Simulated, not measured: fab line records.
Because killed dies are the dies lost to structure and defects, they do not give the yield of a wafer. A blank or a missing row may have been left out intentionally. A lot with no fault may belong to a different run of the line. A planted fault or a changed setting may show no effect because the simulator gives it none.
fab line records	flow sky130
record: lots: 5	wafers: 15	last_day: 49
route steps=708 shown FIELD_ISO@1 PAD_OPEN@708
lots with no fault: from the same line, run without faults
start_h: hours from the record's opening day to when the first of the lot's shown wafers began	wait_h: time in hours since the lot's previous step	" the same as in the row above	L1.1+2: several wafers, shown together as one row	- no value present, or no start provided	* or withheld: withheld	< > ~ a bound
route shown NAME@n: NAME is a module with steps in the file, n the number in the route of the first one	usual: mean/standard deviation taken from wafers without a fault	same: alike in all rows	chamber/n: place in a boat	sites: each site's reading	_std_site: standard deviation of those values	_edge_site: inner sites' mean taken away from outer sites' mean	radius_mm: how far each site lies from the wafer's centre	mask NAME#n: copy n	behind: the tool/chamber that last shaped the wafer	hold: what put the lot on hold/how long, in hours/how the hold closed	device: which transistor (n, p or np) failed to switch	end of line: the same wafers' tests at the end of the route	for a step that has no rows: nothing shown but its recipe	killed: not the wafer's yield, but the dies lost to structure and defects at the first sort	map: a wafer's dies, marking killed ones x, the rest . and places with no die _
set.NAME: setting as actually run; set.NAME@STEP: the setting as run at that earlier step	model.NAME: the simulator's own value behind a step, which no gauge read
lots at selected steps of the route; one table per step, one row per wafer
services: the hour from which a tool's chamber was out of use, counted from the record's first day as start_h (under 0 if before that day), plus the number of hours and why
== steps ==
step: SKY_FIELD_ISO_BOW_MEAS_00
recipe: mode: bow
usual: INCOMING_BOW: 0/6.4
lot.wafer	tool	chamber	start_h	wait_h	INCOMING_BOW[um]
L147.2	film_metro-03	-	15.02	-	7
L147.3	"	-	"	"	-1
L147.4	"	-	"	"	-2
L157.1	film_metro-04	-	65.00	-	-8
L157.2	"	-	"	"	-5
L157.4	"	-	"	"	1
L160.2	film_metro-03	-	80.02	-	-4
L160.3	"	-	"	"	-1
L160.5	"	-	"	"	-7
L162.2	film_metro-02	-	90.02	-	-4
L162.3	"	-	"	"	6
L162.5	"	-	"	"	8
L163.3	film_metro-02	-	95.04	-	2
L163.4	"	-	"	"	-5
L163.5	"	-	"	"	-7
step: SKY_FIELD_ISO_OXIDATION_01
recipe: temp_c: 900	ambient: O2	stabilise_s: 600	purge_s: 300	target_thk_a: 120	ox_time_s: 1843
step: SKY_FIELD_ISO_THK_MEAS_02
recipe: reads: SiO2_of_FIELD_ISO_OXIDATION_01
usual: FIELD_ISO_OXIDATION_00_THK: 12.01/0.24
lot.wafer	tool	chamber	start_h	wait_h	FIELD_ISO_OXIDATION_00_THK[nm]
L147.2	film_metro-03	-	16.64	0.0	11.88
L147.3	"	-	"	"	12.04
L147.4	"	-	"	"	11.67
L157.1	film_metro-04	-	67.39	0.0	11.98
L157.2	"	-	"	"	11.98
L157.4	"	-	"	"	11.88
L160.2	film_metro-02	-	84.36	0.0	11.93
L160.3	"	-	"	"	11.76
L160.5	"	-	"	"	11.75
L162.2	film_metro-02	-	93.13	0.0	12.01
L162.3	"	-	"	"	12.13
L162.5	"	-	"	"	12.15
L163.3	film_metro-04	-	98.11	0.0	12.04
L163.4	"	-	"	"	11.96
L163.5	"	-	"	"	12.03
step: SKY_FIELD_ISO_CVD_03
recipe: material: Si3N4	precursor: DCS/NH3	target_thk_nm: 165	temp_c: 770	time_s: 2830	pressure_mtorr: 250
usual: pressure_mtorr: 250.2/0.5
same: time_s: 2830
lot.wafer	tool	chamber	start_h	wait_h	pressure_mtorr	model.Si3N4_of_FIELD_ISO_CVD_03.thk_nm
L147.2	lpcvd-02	0	16.69	0.0	249.5	166.3
L147.3	"	0	"	"	249.5	164.7
L147.4	"	0	"	"	249.9	165.5
L157.1	lpcvd-02	0	67.45	0.1	199.8	152.9
L157.2	"	0	"	"	199.6	152.9
L157.4	"	0	"	"	199.4	153.2
L160.2	lpcvd-02	1	85.47	1.1	250.0	162.5
L160.3	"	1	"	"	250.5	163.2
L160.5	"	1	"	"	251.1	164.4
L162.2	lpcvd-02	1	93.18	0.0	250.0	161.3
L162.3	"	1	"	"	250.6	162.3
L162.5	"	1	"	"	250.7	159.9
L163.3	lpcvd-02	1	98.15	0.0	250.7	166.7
L163.4	"	1	"	"	250.3	167.2
L163.5	"	1	"	"	250.3	167.1
step: SKY_FIELD_ISO_THK_MEAS_04
recipe: reads: Si3N4_of_FIELD_ISO_CVD_03
usual: FIELD_ISO_CVD_03_THK: 164.7/1.7
lot.wafer	tool	chamber	start_h	wait_h	FIELD_ISO_CVD_03_THK[nm]
L147.2	film_metro-04	-	18.49	0.0	166.3
L147.3	"	-	"	"	164.9
L147.4	"	-	"	"	165.5
L157.1	film_metro-03	-	70.13	0.0	152.7
L157.2	"	-	"	"	152.9
L157.4	"	-	"	"	153.2
L160.2	film_metro-04	-	87.27	0.0	162.5
L160.3	"	-	"	"	163.0
L160.5	"	-	"	"	164.4
L162.2	film_metro-03	-	94.98	0.0	161.3
L162.3	"	-	"	"	162.3
L162.5	"	-	"	"	159.9
L163.3	film_metro-04	-	99.95	0.0	166.6
L163.4	"	-	"	"	167.2
L163.5	"	-	"	"	167.1
step: SKY_FIELD_ISO_DEHYDRATE_05
recipe: temp_c: 200	time_s: 60
step: SKY_FIELD_ISO_HMDS_06
recipe: prime_time_s: 60	prime_temp_c: 120
step: SKY_FIELD_ISO_COAT_07
recipe: resist: BARC	temp_c: withheld	time_s: withheld	spin_rpm: 3000	resist_thk_nm: 60
step: SKY_FIELD_ISO_COAT_08
recipe: resist: KrF-thick	spin_rpm: 3000	resist_thk_nm: 450
step: SKY_FIELD_ISO_SOFTBAKE_09
recipe: temp_c: 100	time_s: 90	resist: KrF-thick
step: SKY_FIELD_ISO_EXPOSE_10
recipe: mask_id: FOM	na: 0.68	source_shape: annular	sigma_inner: 0.4	sigma_outer: 0.8	target_cd_nm: 150	dose_mj: 28
step: SKY_FIELD_ISO_PEB_11
recipe: peb_temp_c: withheld	peb_time_s: withheld	resist: KrF-thick
step: SKY_FIELD_ISO_DEVELOP_12
recipe: develop_time_s: 60	resist: KrF-thick	dev_temp_c: 21
step: SKY_FIELD_ISO_CD_MEAS_13
recipe: target_cd_nm: 150
usual: cd_nm: 150.5/1.5
lot.wafer	tool	chamber	start_h	wait_h	cd_nm
L147.2	cd_sem-02	-	32.44	-	149.8
L147.3	"	-	"	"	149.1
L147.4	"	-	"	"	149.9
L157.1	cd_sem-02	-	86.44	-	152.3
L157.2	"	-	"	"	152.3
L157.4	"	-	"	"	150.6
L160.2	cd_sem-02	-	103.71	-	151.1
L160.3	"	-	"	"	149.7
L160.5	"	-	"	"	149.8
L162.2	cd_sem-01	-	112.50	-	149.9
L162.3	"	-	"	"	150.2
L162.5	"	-	"	"	149.4
L163.3	cd_sem-02	-	118.21	-	150.6
L163.4	"	-	"	"	151.4
L163.5	"	-	"	"	151.4
step: SKY_FIELD_ISO_ETCH_14
recipe: chemistry: N2/H2	target: BARC	ion_energy_ev: 200	source_w: 500	bias_w: 100	pressure_mtorr: 30	n2_flow_sccm: 100	h2_flow_sccm: 200	stop_on: SiO2	time_s: 45.9	target_depth_a: 600
usual: chamber_pressure_mTorr: 30.000/0.026	drypump_motor_current_A: 5.8/0.44	oes_product_au: 0.855/0.0044	rf_fwd_power_W: 495.8/1.9	throttle_valve_pct: 13.224/0.0092
same: time_s: 45.9
lot.wafer	tool	chamber	start_h	wait_h	chamber_pressure_mTorr	drypump_motor_current_A	oes_product_au	rf_fwd_power_W	rf_hours_counter_h	throttle_valve_pct
L147.2	rie_diel-03	3	32.54	0.1	30.045	4.9	0.852	496.0	113	13.219
L147.3	"	1	"	"	30.001	6.0	0.860	495.5	128	13.216
L147.4	"	2	"	"	30.020	5.7	0.856	493.9	118	13.221
L157.1	rie_diel-04	0	86.56	0.1	30.013	5.9	0.849	500.7	82	13.221
L157.2	"	3	"	"	29.937	5.9	0.847	496.0	45	13.232
L157.4	"	2	"	"	29.931	5.6	0.861	494.0	80	13.198
L160.2	rie_diel-04	0	103.81	0.1	29.992	5.9	0.858	495.7	83	13.204
L160.3	"	3	"	"	30.040	5.9	0.855	496.1	46	13.216
L160.5	"	0	"	"	30.009	5.9	0.858	499.4	-	13.221
L162.2	rie_diel-01	0	112.60	0.1	30.002	6.0	0.863	496.5	56	13.230
L162.3	"	3	"	"	29.981	6.0	0.856	497.3	85	13.210
L162.5	"	2	"	"	29.958	5.6	0.857	495.2	-	13.219
L163.3	rie_diel-03	2	118.29	0.1	29.988	5.7	0.856	496.4	119	13.206
L163.4	"	1	"	"	30.014	6.0	0.857	494.0	129	13.225
L163.5	"	2	"	"	29.985	5.7	0.855	494.6	-	13.230
step: SKY_FIELD_ISO_ETCH_15
recipe: chemistry: CHF3/O2	target_depth_nm: 180	stop_on: Si	source_w: 600	bias_w: 200	pressure_mtorr: 40	chf3_flow_sccm: 50	O2_flow_sccm: 5	time_s: 72
usual: chamber_pressure_mTorr: 40.00/0.035	drypump_motor_current_A: 5.8/0.44	oes_product_au: 0.945/0.0076	rf_fwd_power_W: 595.6/2.2	throttle_valve_pct: 8.845/0.0089
same: time_s: 72
lot.wafer	tool	chamber	start_h	wait_h	chamber_pressure_mTorr	drypump_motor_current_A	oes_product_au	rf_fwd_power_W	rf_hours_counter_h	throttle_valve_pct	model.etch.depth_nm
L147.2	rie_diel-03	3	32.59	0.0	40.02	4.9	0.946	597.3	113	8.834	166.3
L147.3	"	1	"	"	39.97	6.0	0.957	590.9	128	8.850	164.7
L147.4	"	2	"	"	40.04	5.7	0.944	592.8	118	8.842	165.5
L157.1	rie_diel-04	0	86.60	0.0	40.01	5.9	0.908	593.3	82	8.823	152.9
L157.2	"	3	"	"	40.04	5.9	0.899	596.7	45	8.852	152.9
L157.4	"	2	"	"	39.99	5.6	0.900	592.1	80	8.837	153.2
L160.2	rie_diel-04	0	103.85	0.0	40.03	5.9	0.931	594.4	83	8.843	162.5
L160.3	"	3	"	"	39.96	5.9	0.941	596.9	46	8.855	163.2
L160.5	"	0	"	"	40.00	5.9	0.952	598.2	-	8.846	164.4
L162.2	rie_diel-01	0	112.64	0.0	39.96	6.0	0.930	594.9	56	8.838	161.3
L162.3	"	3	"	"	40.00	6.0	0.940	592.9	85	8.841	162.3
L162.5	"	2	"	"	40.04	5.6	0.923	594.5	-	8.854	159.9
L163.3	rie_diel-03	2	118.34	0.0	40.00	5.7	0.957	597.6	119	8.839	166.7
L163.4	"	1	"	"	40.03	6.0	0.959	596.8	129	8.856	167.2
L163.5	"	2	"	"	39.98	5.7	0.954	595.0	-	8.836	167.1
step: SKY_FIELD_ISO_STRIP_16
recipe: chemistry: O2/N2	power_w: 1400	pressure_mtorr: 1500	platen_temp_c: withheld	o2_flow_sccm: 3000	n2_flow_sccm: 300	overash_fraction: 0.5
usual: chamber_pressure_mTorr: 1500.1/1.4	drypump_motor_current_A: 5.8/0.44	oes_product_au: 0.378/0.0046	strip_time_to_endpoint_s: 3.55/0.035
lot.wafer	tool	chamber	start_h	wait_h	chamber_pressure_mTorr	drypump_motor_current_A	oes_product_au	rf_hours_counter_h	strip_time_to_endpoint_s
L147.2	plasma_asher-01	1	32.64	0.0	1499.8	6.3	0.380	30	3.56
L147.3	"	1	"	"	1499.6	6.3	0.381	-	3.56
L147.4	"	0	"	"	1500.8	5.3	0.380	-	3.46
L157.1	plasma_asher-02	0	86.66	0.0	1501.4	5.9	0.372	43	3.50
L157.2	"	1	"	"	1499.1	5.4	0.377	43	3.57
L157.4	"	1	"	"	1500.8	5.3	0.379	-	3.50
L160.2	plasma_asher-03	1	103.91	0.0	1498.4	5.5	0.379	33	3.58
L160.3	"	0	"	"	1499.8	6.5	0.377	-	3.60
L160.5	"	1	"	"	1499.1	5.5	0.380	-	3.55
L162.2	plasma_asher-01	1	112.70	0.0	1497.8	6.3	0.381	33	3.58
L162.3	"	1	"	"	1498.4	6.3	0.383	-	3.54
L162.5	"	1	"	"	1499.9	6.3	0.378	-	3.50
L163.3	plasma_asher-03	0	118.43	0.1	1499.3	6.5	0.383	-	3.54
L163.4	"	1	"	"	1500.1	5.6	0.370	-	3.58
L163.5	"	1	"	"	1502.5	5.6	0.379	-	3.51
step: SKY_FIELD_ISO_ETCH_17
recipe: target_depth_a: 3420	mask_material: Si3N4	chemistry: HBr/Cl2/O2	target: Si	taper_deg: 5	icp_w: 600	bias_w: 150	pressure_mtorr: 15	HBr_flow_sccm: 150	Cl2_flow_sccm: 40	O2_flow_sccm: 6	time_s: 97.7
usual: chamber_pressure_mTorr: 15.001/0.014	drypump_motor_current_A: 5.5/0.49	oes_product_au: 1.000/0.0081	rf_fwd_power_W: 596.3/1.9	throttle_valve_pct: 25.656/0.0096
same: time_s: 97.7
lot.wafer	tool	chamber	start_h	wait_h	chamber_pressure_mTorr	drypump_motor_current_A	oes_product_au	rf_fwd_power_W	rf_hours_counter_h	throttle_valve_pct
L147.2	rie_si-01	3	32.74	0.1	15.015	5.6	0.995	598.4	38	25.645
L147.3	"	2	"	"	14.991	5.6	0.999	594.7	148	25.648
L147.4	"	1	"	"	15.009	6.0	1.001	595.1	49	25.638
L157.1	rie_si-02	2	86.76	0.1	15.004	5.1	0.991	595.9	0	25.676
L157.2	"	0	"	"	14.991	5.1	1.015	594.2	2	25.636
L157.4	"	3	"	"	15.003	5.2	1.001	594.6	42	25.646
L160.2	rie_si-02	0	104.01	0.1	14.998	5.1	1.005	593.4	2	25.655
L160.3	"	3	"	"	14.968	5.2	0.997	594.5	42	25.649
L160.5	"	1	"	"	14.984	5.2	1.005	598.2	-	25.664
L162.2	rie_si-01	1	112.80	0.1	15.010	6.0	0.998	599.3	49	25.648
L162.3	"	0	"	"	15.003	6.6	0.995	593.7	104	25.662
L162.5	"	3	"	"	15.001	5.6	0.999	594.5	-	25.665
L163.3	rie_si-02	0	118.49	0.0	14.993	5.1	1.007	595.5	2	25.662
L163.4	"	2	"	"	15.007	5.1	0.998	599.9	0	25.664
L163.5	"	3	"	"	15.008	5.2	1.004	594.5	-	25.643
step: SKY_FIELD_ISO_WET_ETCH_18
recipe: chemistry: H3PO4	target_depth_nm: 25	temp_c: 160	target: Si3N4	time_s: 286
step: SKY_FIELD_ISO_CLEAN_19
recipe: chemistry: SC1/SC2	mix: 1:4:20	temp_c: 70	time_s: 150
step: SKY_FIELD_ISO_CLEAN_20
recipe: chemistry: dHF	time_s: 20	dilution: 100:1
step: SKY_FIELD_ISO_WET_ETCH_21
recipe: chemistry: dHF	dilution: 100:1	target_depth_nm: 20	dry: ipa_marangoni	target: SiO2	temp_c: 25	time_s: 400
step: SKY_FIELD_ISO_OXIDATION_22
recipe: temp_c: 950	ambient: O2	stabilise_s: 600	purge_s: 300	target_thk_a: 100	ox_time_s: 623
step: SKY_FIELD_ISO_THK_MEAS_23
recipe: reads: SiO2_of_FIELD_ISO_OXIDATION_22
usual: FIELD_ISO_OXIDATION_01_THK: 9.97/0.21
lot.wafer	tool	chamber	start_h	wait_h	FIELD_ISO_OXIDATION_01_THK[nm]
L147.2	film_metro-04	-	36.42	0.0	9.88
L147.3	"	-	"	"	9.93
L147.4	"	-	"	"	9.86
L157.1	film_metro-04	-	90.94	0.0	9.82
L157.2	"	-	"	"	9.72
L157.4	"	-	"	"	9.84
L160.2	film_metro-04	-	105.53	0.0	9.96
L160.3	"	-	"	"	9.91
L160.5	"	-	"	"	10.01
L162.2	film_metro-02	-	115.16	0.0	10.21
L162.3	"	-	"	"	10.31
L162.5	"	-	"	"	10.11
L163.3	film_metro-02	-	120.75	0.0	10.21
L163.4	"	-	"	"	10.11
L163.5	"	-	"	"	10.36
step: SKY_FIELD_ISO_CVD_24
recipe: material: SiO2	target_thk_nm: 595	temp_c: 650	sigma_open_frac: 0.3	time_s: 99.2	sih4_flow_sccm: 60	pressure_mtorr: 6
step: SKY_FIELD_ISO_THK_MEAS_25
recipe: reads: SiO2_of_FIELD_ISO_CVD_24
usual: FIELD_ISO_CVD_24_THK: 594/6.1
lot.wafer	tool	chamber	start_h	wait_h	FIELD_ISO_CVD_24_THK[nm]
L147.2	film_metro-02	-	36.55	0.0	593
L147.3	"	-	"	"	593
L147.4	"	-	"	"	596
L157.1	film_metro-03	-	91.07	0.0	591
L157.2	"	-	"	"	591
L157.4	"	-	"	"	587
L160.2	film_metro-02	-	105.66	0.0	606
L160.3	"	-	"	"	603
L160.5	"	-	"	"	603
L162.2	film_metro-03	-	115.29	0.0	590
L162.3	"	-	"	"	597
L162.5	"	-	"	"	597
L163.3	film_metro-03	-	120.88	0.1	597
L163.4	"	-	"	"	593
L163.5	"	-	"	"	590
step: SKY_FIELD_ISO_ANNEAL_26
recipe: temp_c: 1000	time_s: 1800	ambient: N2
step: SKY_FIELD_ISO_CMP_27
recipe: stop_on: Si3N4	t_overpolish_s: 16	down_force_psi: 4	platen_rpm: 60	target_thk_nm: 457.8	pad_velocity_m_s: 0.94248
usual: motor_current_A: 11.7/1.1	slurry_filter_dp_kPa: 13.50/0.12
lot.wafer	tool	chamber	start_h	wait_h	motor_current_A	slurry_filter_dp_kPa
L147.4	cmp-01	1	42.35	0.0	11.9	13.44
L147.2	"	2	"	"	11.3	13.41
L147.3	"	0	"	"	13.1	13.35
L157.4	cmp-02	3	93.84	0.0	11.8	13.59
L157.2	"	1	"	"	11.9	13.34
L157.1	"	2	"	"	9.7	13.58
L160.2	cmp-01	3	108.13	0.0	10.3	13.58
L160.3	"	0	"	"	12.9	13.42
L160.5	"	3	"	"	10.2	13.54
L162.2	cmp-02	2	117.06	0.1	9.5	13.30
L162.3	"	3	"	"	12.0	13.50
L162.5	"	1	"	"	12.3	13.72
L163.3	cmp-02	1	123.74	0.0	12.4	13.60
L163.4	"	2	"	"	9.6	13.48
L163.5	"	1	"	"	12.9	13.42
step: SKY_FIELD_ISO_WET_ETCH_28
recipe: chemistry: dHF	target_depth_nm: 23.7	target: SiO2	dilution: 10:1	temp_c: 25	time_s: 47
same: time_s: 47
lot.wafer	tool	chamber	start_h	wait_h	model.Si3N4_of_FIELD_ISO_CVD_03.thk_nm
L147.2	wet_bench-02	2	42.65	0.2	120.2
L147.3	"	2	"	"	118.5
L147.4	"	2	"	"	119.2
L157.1	wet_bench-03	2	94.14	0.1	107.2
L157.2	"	2	"	"	106.7
L157.4	"	2	"	"	107.1
L160.2	wet_bench-03	0	108.43	0.2	116.8
L160.3	"	0	"	"	117.5
L160.5	"	0	"	"	118.6
L162.2	wet_bench-03	1	117.31	0.2	115.3
L162.3	"	1	"	"	116.4
L162.5	"	1	"	"	114
L163.3	wet_bench-03	0	124.04	0.2	120.5
L163.4	"	0	"	"	121.1
L163.5	"	0	"	"	120.7
step: SKY_FIELD_ISO_WET_ETCH_29
recipe: chemistry: H3PO4	target_depth_nm: 160	target: Si3N4	temp_c: 160	time_s: 1825
step: SKY_PAD_OPEN_PROBE_99
usual: killed_at_M0_to_M3: 44/7.3	killed_at_M4_up: 3.5/1.8	killed_at_contacts: 24/5.8	killed_at_front_end: 16/4.3	killed_at_other: 0.5/0.68	killed_dies: 88/9.4	killed_open: 48/6.8	killed_short: 40/6.1
same: gross_dies: 492	killed_at_back_side: 0
lot.wafer	tool	chamber	start_h	wait_h	killed_at_M0_to_M3	killed_at_M4_up	killed_at_contacts	killed_at_front_end	killed_at_other	killed_dies	killed_open	killed_short	model.etest.pfet_16v.r_on_ohm_um	model.etest.cap_li_to_poly.c_af_um2	model.etest.field_n.vt_v	model.etest.sram_nfet_pass.off_log10_a_um
L147.2	prober-02	-	1093.88	0.1	43	5	26	13	0	87	45	41	1.522e+04	97.09	34.89	-12.33
L147.3	prober-02	-	1093.93	0.2	41	3	23	14	0	81	48	32	1.517e+04	98.63	34.88	-12.72
L147.4	prober-02	-	1093.98	0.2	40	3	22	18	0	83	44	39	1.533e+04	94.91	35.31	-12.7
L157.1	prober-01	-	1146.46	0.1	44	6	21	19	0	90	47	43	1.451e+04	95.48	35.09	-12.17
L157.2	prober-01	-	1146.51	0.1	55	2	18	12	0	87	52	35	1.474e+04	95.02	35.75	-12.34
L157.4	prober-01	-	1146.61	0.2	51	3	7	18	0	79	46	33	1.485e+04	95.39	35.63	-12.13
L160.2	prober-02	-	1162.49	0.1	42	5	22	13	0	82	41	39	1.519e+04	98.94	35.68	-12.64
L160.3	prober-02	-	1162.54	0.2	33	2	21	21	0	77	49	28	1.516e+04	99.31	35.81	-12.86
L160.5	prober-02	-	1162.64	0.2	43	6	19	17	1	86	38	48	1.528e+04	97	35.7	-12.97
L162.2	prober-02	-	1170.30	0.1	45	6	32	12	1	96	53	42	1.522e+04	99.33	34.89	-12.68
L162.3	prober-02	-	1170.35	0.2	38	2	14	17	1	72	38	33	1.513e+04	96.12	34.69	-11.95
L162.5	prober-02	-	1170.45	0.2	37	5	33	14	1	90	37	53	1.502e+04	100.8	33.9	-12.44
L163.3	prober-02	-	1181.33	0.2	49	5	33	14	0	101	59	41	1.552e+04	98.5	35.95	-13.01
L163.4	prober-02	-	1181.38	0.2	51	3	17	10	1	82	40	40	1.525e+04	100.7	35.98	-12.86
L163.5	prober-02	-	1181.43	0.2	24	3	17	17	1	62	28	30	1.57e+04	98.61	36.03	-12.82
killed by level:class
L147.2 VIA1:geometric_particle:open=12 VIA3:geometric_particle:open=11 CONTACT:geometric_particle:short=10 LI_CONTACT:geometric_particle:open=5 CONTACT:geometric_particle:open=5 METAL4:geometric_particle:short=5 METAL1:geometric_particle:short=4 VIA2:geometric_particle:short=4
L147.3 CONTACT:geometric_particle:open=10 VIA1:geometric_particle:open=10 VIA1:geometric_particle:short=6 VIA2:geometric_particle:open=6 FIELD_ISO:geometric_particle:open=5 LOCAL_INTERCONNECT:geometric_particle:short=5 VIA3:geometric_particle:open=5 LI_CONTACT:geometric_particle:open=4
L147.4 LI_CONTACT:geometric_particle:open=8 CONTACT:geometric_particle:open=8 METAL2:geometric_particle:short=7 VIA2:geometric_particle:open=7 POLY_GATE:geometric_particle:short=6 VIA1:geometric_particle:open=6 POLY_GATE:geometric_particle:open=5 VIA1:geometric_particle:short=4
L157.1 LI_CONTACT:geometric_particle:open=9 CONTACT:geometric_particle:open=8 METAL1:geometric_particle:short=8 VIA1:geometric_particle:open=8 METAL2:geometric_particle:short=7 METAL4:geometric_particle:short=5 VIA2:geometric_particle:open=5 SPACER:geometric_particle:short=4
L157.2 VIA1:geometric_particle:open=15 LI_CONTACT:geometric_particle:open=8 METAL1:geometric_particle:short=8 VIA3:geometric_particle:open=8 CONTACT:geometric_particle:open=7 VIA2:geometric_particle:open=7 VIA2:geometric_particle:short=5 VIA3:geometric_particle:short=4
L157.4 VIA1:geometric_particle:open=17 FIELD_ISO:geometric_particle:open=7 VIA3:geometric_particle:open=7 METAL1:geometric_particle:short=7 METAL2:geometric_particle:short=6 POLY_GATE:geometric_particle:short=4 VIA1:geometric_particle:short=4 CONTACT:geometric_particle:open=3
L160.2 VIA3:geometric_particle:open=11 VIA1:geometric_particle:open=10 METAL2:geometric_particle:short=9 POLY_GATE:geometric_particle:short=7 LI_CONTACT:geometric_particle:open=5 CONTACT:geometric_particle:open=5 LOCAL_INTERCONNECT:geometric_particle:short=4 CONTACT:geometric_particle:short=4
L160.3 VIA1:geometric_particle:open=10 LI_CONTACT:geometric_particle:open=9 POLY_GATE:geometric_particle:open=8 FIELD_ISO:geometric_particle:short=7 VIA3:geometric_particle:open=7 CONTACT:geometric_particle:open=5 CONTACT:geometric_particle:short=4 METAL1:geometric_particle:short=4
L160.5 VIA1:geometric_particle:open=9 VIA3:geometric_particle:open=7 LOCAL_INTERCONNECT:geometric_particle:short=7 FIELD_ISO:geometric_particle:short=6 METAL2:geometric_particle:short=6 CONTACT:geometric_particle:open=5 METAL1:geometric_particle:short=5 VIA2:geometric_particle:open=5
L162.2 CONTACT:geometric_particle:open=12 VIA1:geometric_particle:open=10 CONTACT:geometric_particle:short=8 VIA3:geometric_particle:open=7 LI_CONTACT:geometric_particle:open=6 METAL2:geometric_particle:short=6 VIA2:geometric_particle:open=6 POLY_GATE:geometric_particle:short=5
L162.3 VIA3:geometric_particle:open=8 CONTACT:geometric_particle:open=7 VIA1:geometric_particle:open=7 FIELD_ISO:geometric_particle:short=5 FIELD_ISO:geometric_particle:open=5 VIA2:geometric_particle:open=5 CONTACT:geometric_particle:short=4 METAL1:geometric_particle:short=4
L162.5 CONTACT:geometric_particle:short=12 CONTACT:geometric_particle:open=9 VIA1:geometric_particle:open=8 VIA2:geometric_particle:open=6 FIELD_ISO:geometric_particle:short=5 METAL1:geometric_particle:short=5 LI_CONTACT:geometric_particle:open=5 LOCAL_INTERCONNECT:geometric_particle:short=4
L163.3 VIA1:geometric_particle:open=19 CONTACT:geometric_particle:open=10 CONTACT:geometric_particle:short=8 LI_CONTACT:geometric_particle:open=7 VIA3:geometric_particle:open=6 METAL2:geometric_particle:short=6 VIA2:geometric_particle:open=6 METAL3:geometric_particle:short=4
L163.4 VIA1:geometric_particle:open=11 METAL1:geometric_particle:short=8 VIA2:geometric_particle:open=7 METAL2:geometric_particle:short=7 CONTACT:geometric_particle:open=6 LI_CONTACT:geometric_particle:open=5 VIA1:geometric_particle:short=4 VIA3:geometric_particle:open=4
L163.5 VIA1:geometric_particle:open=5 LI_CONTACT:geometric_particle:open=5 LOCAL_INTERCONNECT:geometric_particle:short=5 VIA1:geometric_particle:short=5 POLY_GATE:geometric_particle:short=4 POLY_GATE:geometric_particle:open=3 CONTACT:geometric_particle:open=3 VIA2:geometric_particle:open=3
== services ==
tool	chamber	start_h	hours	kind
cmp-01	-	-2.19	0.7	repair
cmp-02	-	0.60	0.7	repair
rie_diel-04	3	9.08	2.4	repair
rie_si-02	1	12.51	-	clean
rie_si-02	1	12.51	18.0	scheduled_down
rie_si-02	1	12.51	18.0	vent_cycle
rie_diel-04	-	21.66	1.2	repair
rie_si-02	2	30.88	10.5	repair
cmp-02	-	39.35	0.5	repair
rie_si-02	2	41.35	-	clean
rie_si-02	2	41.35	21.9	scheduled_down
plasma_asher-01	-	49.01	55.0	repair
cmp-01	-	64.00	4.0	pm
rie_si-01	-	67.05	28.1	pm
rie_si-02	2	68.31	2.3	repair
rie_si-02	1	71.71	1.6	repair
cmp-02	-	89.59	1.0	repair
rie_si-02	2	89.94	4.6	repair
rie_diel-03	3	100.24	3.9	repair
lpcvd-02	-	105.80	14.6	pm
plasma_asher-02	-	108.75	9.0	pm
cmp-01	-	111.33	1.2	repair
rie_diel-03	-	112.41	2.8	pm
rie_diel-01	3	118.86	7.7	repair
== key ==
first_sign: step: SKY_FIELD_ISO_CVD_03	reading: pressure_mtorr	direction: down	sigmas: 99+	usual: 250.2	struck: 199.6
effect: step: SKY_FIELD_ISO_THK_MEAS_04	reading: FIELD_ISO_CVD_03_THK	direction: down	sigmas: 6.8	usual: 164.7	struck: 153.0
effect: step: SKY_FIELD_ISO_ETCH_15	reading: oes_product_au	direction: down	sigmas: 5.6	usual: 0.945	struck: 0.902
model_effect: step: SKY_FIELD_ISO_CVD_03	value: Si3N4_of_FIELD_ISO_CVD_03.thk_nm	without: 163.7	struck: 153
model_effect: step: SKY_FIELD_ISO_ETCH_15	value: etch.depth_nm	without: 163.7	struck: 153
model_effect: step: SKY_FIELD_ISO_WET_ETCH_28	value: Si3N4_of_FIELD_ISO_CVD_03.thk_nm	without: 117.7	struck: 107
model_effect: step: SKY_PAD_OPEN_PROBE_99	value: etest.pfet_16v.r_on_ohm_um	without: 1.505e+04	struck: 1.47e+04
met_at SKY_FIELD_ISO_CVD_03
struck_wafers L157.1,L157.2,L157.4
tester_left_out L157
onset_between 16.69 67.45
fault: kind: process_parameter_drift	tool: lpcvd-02	chamber: 0	onset_h: 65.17	steps: SKY_FIELD_ISO_CVD_03	channel: pressure_mtorr	offset: -50	shape: step	end_h: 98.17	acts_in: these_recipes_only	stated: 250
tester_left_out: of these lots the tester's yield and bins aren't shown, on N5 and GAA mostly nor the transistor test; their killed dies are dies lost to structure and defects alone, not to doping, threshold or leakage, so they don't give the yield
